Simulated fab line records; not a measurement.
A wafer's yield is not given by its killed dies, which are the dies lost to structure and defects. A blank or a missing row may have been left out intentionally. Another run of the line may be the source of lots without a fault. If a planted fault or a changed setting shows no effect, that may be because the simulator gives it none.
Which tool did it? || flow gf180mcu || Sampling: 12 lots, 36 wafers, 4 of 602 route steps

== WHAT EACH GAUGE READ, for each wafer ==
GF_PASSIVATION_THK_MEAS_01. Usual: PASSIVATION_CVD_00_THK typically reads 1004 nm, with standard deviation 12.
{"lot": "L606", "measured": "day 27 18:10", "on": "filmMetro-04", "PASSIVATION_CVD_00_THK (nm)": "993 994 1009", "flag": ""}
{"lot": "L608", "measured": "day 28 10:29", "on": "filmMetro-02", "PASSIVATION_CVD_00_THK (nm)": "998 995 1011", "flag": ""}
{"lot": "L609", "measured": "day 28 22:05", "on": "filmMetro-03", "PASSIVATION_CVD_00_THK (nm)": "996 996 1019", "flag": ""}
{"lot": "L610", "measured": "day 29 07:12", "on": "filmMetro-03", "PASSIVATION_CVD_00_THK (nm)": "991 1010 1014", "flag": ""}
{"lot": "L613", "measured": "day 30 13:01", "on": "filmMetro-02", "PASSIVATION_CVD_00_THK (nm)": "1000 1016 1014", "flag": ""}
{"lot": "L615", "measured": "day 30 19:19", "on": "filmMetro-03", "PASSIVATION_CVD_00_THK (nm)": "1003 1016 1020", "flag": ""}
{"lot": "L619", "measured": "day 32 02:28", "on": "filmMetro-02", "PASSIVATION_CVD_00_THK (nm)": "994 987 1010", "flag": ""}
{"lot": "L618", "measured": "day 32 04:32", "on": "filmMetro-03", "PASSIVATION_CVD_00_THK (nm)": "992 997 1010", "flag": ""}
{"lot": "L621", "measured": "day 32 18:22", "on": "filmMetro-04", "PASSIVATION_CVD_00_THK (nm)": "987 990 998", "flag": ""}
{"lot": "L622", "measured": "day 33 04:31", "on": "filmMetro-03", "PASSIVATION_CVD_00_THK (nm)": "984 986 1008", "flag": ""}
{"lot": "L626", "measured": "day 33 12:14", "on": "filmMetro-04", "PASSIVATION_CVD_00_THK (nm)": "1007 999 1017", "flag": ""}
{"lot": "L627", "measured": "day 33 22:10", "on": "filmMetro-03", "PASSIVATION_CVD_00_THK (nm)": "1004 1008 1015", "flag": ""}

== EACH LOT AND THE TOOL THAT RAN IT (in order: tool; ch and the chambers of the sampled wafers; start) ==
{"lot": "L606", "GF_M4_STRIP_17": "plasmaAsher-03 ch 0,1, day 22 23:46", "GF_TOP_METAL_SPUTTER_01": "pvdSputter-03, day 26 21:10", "GF_TOP_METAL_STRIP_17": "plasmaAsher-02 ch 0,1, day 27 17:33"}
{"lot": "L608", "GF_M4_STRIP_17": "plasmaAsher-02 ch 0, day 23 18:37", "GF_TOP_METAL_SPUTTER_01": "pvdSputter-03, day 27 13:35", "GF_TOP_METAL_STRIP_17": "plasmaAsher-01 ch 1, day 28 09:51"}
{"lot": "L609", "GF_M4_STRIP_17": "plasmaAsher-02 ch 0,1, day 24 07:01", "GF_TOP_METAL_SPUTTER_01": "pvdSputter-02, day 28 01:45", "GF_TOP_METAL_STRIP_17": "plasmaAsher-04 ch 0,1, day 28 21:29"}
{"lot": "L610", "GF_M4_STRIP_17": "plasmaAsher-02 ch 0,1, day 24 17:28", "GF_TOP_METAL_SPUTTER_01": "pvdSputter-03, day 28 11:04", "GF_TOP_METAL_STRIP_17": "plasmaAsher-01 ch 0,1, day 29 06:33"}
{"lot": "L613", "GF_M4_STRIP_17": "plasmaAsher-04 ch 0,1, day 26 04:58", "GF_TOP_METAL_SPUTTER_01": "pvdSputter-02, day 29 17:40", "GF_TOP_METAL_STRIP_17": "plasmaAsher-02 ch 0,1, day 30 12:21"}
{"lot": "L615", "GF_M4_STRIP_17": "plasmaAsher-02 ch 0,1, day 26 11:54", "GF_TOP_METAL_SPUTTER_01": "pvdSputter-03, day 30 00:21", "GF_TOP_METAL_STRIP_17": "plasmaAsher-04 ch 0,1, day 30 18:42"}
{"lot": "L619", "GF_M4_STRIP_17": "plasmaAsher-04 ch 0,1, day 27 23:27", "GF_TOP_METAL_SPUTTER_01": "pvdSputter-02, day 31 08:14", "GF_TOP_METAL_STRIP_17": "plasmaAsher-01 ch 0, day 32 01:50"}
{"lot": "L618", "GF_M4_STRIP_17": "plasmaAsher-02 ch 0,1, day 28 02:17", "GF_TOP_METAL_SPUTTER_01": "pvdSputter-01, day 31 10:33", "GF_TOP_METAL_STRIP_17": "plasmaAsher-02 ch 0,1, day 32 03:54"}
{"lot": "L621", "GF_M4_STRIP_17": "plasmaAsher-03 ch 0, day 28 16:09", "GF_TOP_METAL_SPUTTER_01": "pvdSputter-01, day 32 00:01", "GF_TOP_METAL_STRIP_17": "plasmaAsher-04 ch 0,1, day 32 17:46"}
{"lot": "L622", "GF_M4_STRIP_17": "plasmaAsher-02 ch 0,1, day 29 04:34", "GF_TOP_METAL_SPUTTER_01": "pvdSputter-03, day 32 10:34", "GF_TOP_METAL_STRIP_17": "plasmaAsher-01 ch 0,1, day 33 03:52"}
{"lot": "L626", "GF_M4_STRIP_17": "plasmaAsher-02 ch 0,1, day 29 13:16", "GF_TOP_METAL_SPUTTER_01": "pvdSputter-03, day 32 18:45", "GF_TOP_METAL_STRIP_17": "plasmaAsher-04 ch 0,1, day 33 11:37"}
{"lot": "L627", "GF_M4_STRIP_17": "plasmaAsher-03 ch 0,1, day 30 02:28", "GF_TOP_METAL_SPUTTER_01": "pvdSputter-02, day 33 04:37", "GF_TOP_METAL_STRIP_17": "plasmaAsher-02 ch 0,1, day 33 21:12"}
- GF_M4_STRIP_17: strips in O2/N2.
- GF_TOP_METAL_SPUTTER_01: material TiN, target thk 30 nm, time 25 s.
- GF_TOP_METAL_STRIP_17: strips in O2/N2.

== AS READ BY THE TOOLS THEMSELVES (means over the sampled wafers that have a number; for cases with no such wafer, the mark the record gives instead) ==
GF_M4_STRIP_17. Usual: chamberPressureMTorr 1500.2 mTorr, standard deviation 1.3; drypumpMotorCurrentA 5.8 A, standard deviation 0.47; heaterPowerW 321 W, standard deviation 22; oesProductAu 0.538 a.u., standard deviation 0.0049; stripTimeToEndpointS 7.38 s, standard deviation 0.036.
{"lot": "L606", "tool": "plasmaAsher-03", "chamberPressureMTorr (mTorr)": 1501.1, "drypumpMotorCurrentA (A)": 6.3, "heaterPowerW (W)": 302, "oesProductAu (a.u.)": 0.538, "stripTimeToEndpointS (s)": 7.39, "flag": ""}
{"lot": "L608", "tool": "plasmaAsher-02", "chamberPressureMTorr (mTorr)": 1500.0, "drypumpMotorCurrentA (A)": 5.5, "heaterPowerW (W)": 354, "oesProductAu (a.u.)": 0.535, "stripTimeToEndpointS (s)": 7.39, "flag": ""}
{"lot": "L609", "tool": "plasmaAsher-02", "chamberPressureMTorr (mTorr)": 1500.7, "drypumpMotorCurrentA (A)": 5.6, "heaterPowerW (W)": 346, "oesProductAu (a.u.)": 0.538, "stripTimeToEndpointS (s)": 7.41, "flag": ""}
{"lot": "L610", "tool": "plasmaAsher-02", "chamberPressureMTorr (mTorr)": 1499.4, "drypumpMotorCurrentA (A)": 5.6, "heaterPowerW (W)": 346, "oesProductAu (a.u.)": 0.539, "stripTimeToEndpointS (s)": 7.39, "flag": ""}
{"lot": "L613", "tool": "plasmaAsher-04", "chamberPressureMTorr (mTorr)": 1499.2, "drypumpMotorCurrentA (A)": 5.6, "heaterPowerW (W)": 322, "oesProductAu (a.u.)": 0.537, "stripTimeToEndpointS (s)": 7.38, "flag": ""}
{"lot": "L615", "tool": "plasmaAsher-02", "chamberPressureMTorr (mTorr)": 1499.0, "drypumpMotorCurrentA (A)": 5.6, "heaterPowerW (W)": 352, "oesProductAu (a.u.)": 0.539, "stripTimeToEndpointS (s)": 7.35, "flag": ""}
{"lot": "L619", "tool": "plasmaAsher-04", "chamberPressureMTorr (mTorr)": 1498.6, "drypumpMotorCurrentA (A)": 5.6, "heaterPowerW (W)": 323, "oesProductAu (a.u.)": 0.539, "stripTimeToEndpointS (s)": 7.38, "flag": ""}
{"lot": "L618", "tool": "plasmaAsher-02", "chamberPressureMTorr (mTorr)": 1500.8, "drypumpMotorCurrentA (A)": 5.6, "heaterPowerW (W)": 347, "oesProductAu (a.u.)": 0.539, "stripTimeToEndpointS (s)": 7.41, "flag": ""}
{"lot": "L621", "tool": "plasmaAsher-03", "chamberPressureMTorr (mTorr)": 1499.6, "drypumpMotorCurrentA (A)": 6.6, "heaterPowerW (W)": 310, "oesProductAu (a.u.)": 0.540, "stripTimeToEndpointS (s)": 7.42, "flag": ""}
{"lot": "L622", "tool": "plasmaAsher-02", "chamberPressureMTorr (mTorr)": 1498.9, "drypumpMotorCurrentA (A)": 5.7, "heaterPowerW (W)": 344, "oesProductAu (a.u.)": 0.536, "stripTimeToEndpointS (s)": 7.43, "flag": ""}
{"lot": "L626", "tool": "plasmaAsher-02", "chamberPressureMTorr (mTorr)": 1500.1, "drypumpMotorCurrentA (A)": 5.6, "heaterPowerW (W)": 344, "oesProductAu (a.u.)": 0.542, "stripTimeToEndpointS (s)": 7.35, "flag": ""}
{"lot": "L627", "tool": "plasmaAsher-03", "chamberPressureMTorr (mTorr)": 1499.9, "drypumpMotorCurrentA (A)": 6.2, "heaterPowerW (W)": 306, "oesProductAu (a.u.)": 0.533, "stripTimeToEndpointS (s)": 7.36, "flag": ""}

GF_TOP_METAL_SPUTTER_01. Usual: throttleValvePct at 29.6 %, with a standard deviation of 0.94.
{"lot": "L606", "tool": "pvdSputter-03", "throttleValvePct (%)": 29.8, "flag": ""}
{"lot": "L608", "tool": "pvdSputter-03", "throttleValvePct (%)": 29.5, "flag": ""}
{"lot": "L609", "tool": "pvdSputter-02", "throttleValvePct (%)": 29.0, "flag": ""}
{"lot": "L610", "tool": "pvdSputter-03", "throttleValvePct (%)": 29.4, "flag": ""}
{"lot": "L613", "tool": "pvdSputter-02", "throttleValvePct (%)": 29.0, "flag": ""}
{"lot": "L615", "tool": "pvdSputter-03", "throttleValvePct (%)": 29.0, "flag": ""}
{"lot": "L619", "tool": "pvdSputter-02", "throttleValvePct (%)": 28.7, "flag": ""}
{"lot": "L618", "tool": "pvdSputter-01", "throttleValvePct (%)": 30.1, "flag": ""}
{"lot": "L621", "tool": "pvdSputter-01", "throttleValvePct (%)": 30.8, "flag": ""}
{"lot": "L622", "tool": "pvdSputter-03", "throttleValvePct (%)": 28.9, "flag": ""}
{"lot": "L626", "tool": "pvdSputter-03", "throttleValvePct (%)": 30.4, "flag": ""}
{"lot": "L627", "tool": "pvdSputter-02", "throttleValvePct (%)": 29.6, "flag": ""}

GF_TOP_METAL_STRIP_17. Usual: chamberPressureMTorr 1500.2 mTorr, standard deviation 1.5; drypumpMotorCurrentA 5.53 A, standard deviation 0.13; heaterPowerW 338 W, standard deviation 22; oesProductAu 0.710 a.u., standard deviation 0.005; stripTimeToEndpointS 13.12 s, standard deviation 0.073.
{"lot": "L606", "tool": "plasmaAsher-02", "chamberPressureMTorr (mTorr)": 1500.3, "drypumpMotorCurrentA (A)": 5.58, "heaterPowerW (W)": 347, "oesProductAu (a.u.)": 0.712, "stripTimeToEndpointS (s)": 13.16, "flag": ""}
{"lot": "L608", "tool": "plasmaAsher-01", "chamberPressureMTorr (mTorr)": 1500.5, "drypumpMotorCurrentA (A)": 5.49, "heaterPowerW (W)": 373, "oesProductAu (a.u.)": 0.707, "stripTimeToEndpointS (s)": 13.08, "flag": ""}
{"lot": "L609", "tool": "plasmaAsher-04", "chamberPressureMTorr (mTorr)": 1499.5, "drypumpMotorCurrentA (A)": 5.41, "heaterPowerW (W)": 328, "oesProductAu (a.u.)": 0.707, "stripTimeToEndpointS (s)": 13.18, "flag": ""}
{"lot": "L610", "tool": "plasmaAsher-01", "chamberPressureMTorr (mTorr)": 1501.5, "drypumpMotorCurrentA (A)": 5.48, "heaterPowerW (W)": 330, "oesProductAu (a.u.)": 0.711, "stripTimeToEndpointS (s)": 13.06, "flag": ""}
{"lot": "L613", "tool": "plasmaAsher-02", "chamberPressureMTorr (mTorr)": 1500.2, "drypumpMotorCurrentA (A)": 5.63, "heaterPowerW (W)": 340, "oesProductAu (a.u.)": 0.715, "stripTimeToEndpointS (s)": 13.06, "flag": ""}
{"lot": "L615", "tool": "plasmaAsher-04", "chamberPressureMTorr (mTorr)": 1499.9, "drypumpMotorCurrentA (A)": 5.40, "heaterPowerW (W)": 329, "oesProductAu (a.u.)": 0.712, "stripTimeToEndpointS (s)": 13.02, "flag": ""}
{"lot": "L619", "tool": "plasmaAsher-01", "chamberPressureMTorr (mTorr)": 1499.5, "drypumpMotorCurrentA (A)": 5.45, "heaterPowerW (W)": 313, "oesProductAu (a.u.)": 0.706, "stripTimeToEndpointS (s)": 13.11, "flag": ""}
{"lot": "L618", "tool": "plasmaAsher-02", "chamberPressureMTorr (mTorr)": 1498.5, "drypumpMotorCurrentA (A)": 5.63, "heaterPowerW (W)": 342, "oesProductAu (a.u.)": 0.710, "stripTimeToEndpointS (s)": 13.25, "flag": ""}
{"lot": "L621", "tool": "plasmaAsher-04", "chamberPressureMTorr (mTorr)": 1500.4, "drypumpMotorCurrentA (A)": 5.55, "heaterPowerW (W)": 319, "oesProductAu (a.u.)": 0.712, "stripTimeToEndpointS (s)": 13.09, "flag": ""}
{"lot": "L622", "tool": "plasmaAsher-01", "chamberPressureMTorr (mTorr)": 1499.7, "drypumpMotorCurrentA (A)": 5.47, "heaterPowerW (W)": 332, "oesProductAu (a.u.)": 0.710, "stripTimeToEndpointS (s)": 13.17, "flag": ""}
{"lot": "L626", "tool": "plasmaAsher-04", "chamberPressureMTorr (mTorr)": 1500.1, "drypumpMotorCurrentA (A)": 5.56, "heaterPowerW (W)": 322, "oesProductAu (a.u.)": 0.710, "stripTimeToEndpointS (s)": 13.04, "flag": ""}
{"lot": "L627", "tool": "plasmaAsher-02", "chamberPressureMTorr (mTorr)": 1499.0, "drypumpMotorCurrentA (A)": 5.59, "heaterPowerW (W)": 346, "oesProductAu (a.u.)": 0.711, "stripTimeToEndpointS (s)": 13.16, "flag": ""}

== THE ANSWER, worked out from the rows above alone ==
Rule: lot off if the mean of its wafers having a number is beyond 3 standard deviations from the usual mean. Also off: a lot with no number at a reading for which 4 or more lots have one. Any other lot the step has rows for is counted as sound. Order of review: gauges by route order, followed by the tools' own readings, for which a lot's mean as printed above is used. The first step at which some lot is off is used, and at that step the reading that is off furthest; a lot without a number counts as furthest.
No lot is off on any of the readings shown, so nothing can be concluded from this.

== WHAT THE SIMULATOR PUT IN ==
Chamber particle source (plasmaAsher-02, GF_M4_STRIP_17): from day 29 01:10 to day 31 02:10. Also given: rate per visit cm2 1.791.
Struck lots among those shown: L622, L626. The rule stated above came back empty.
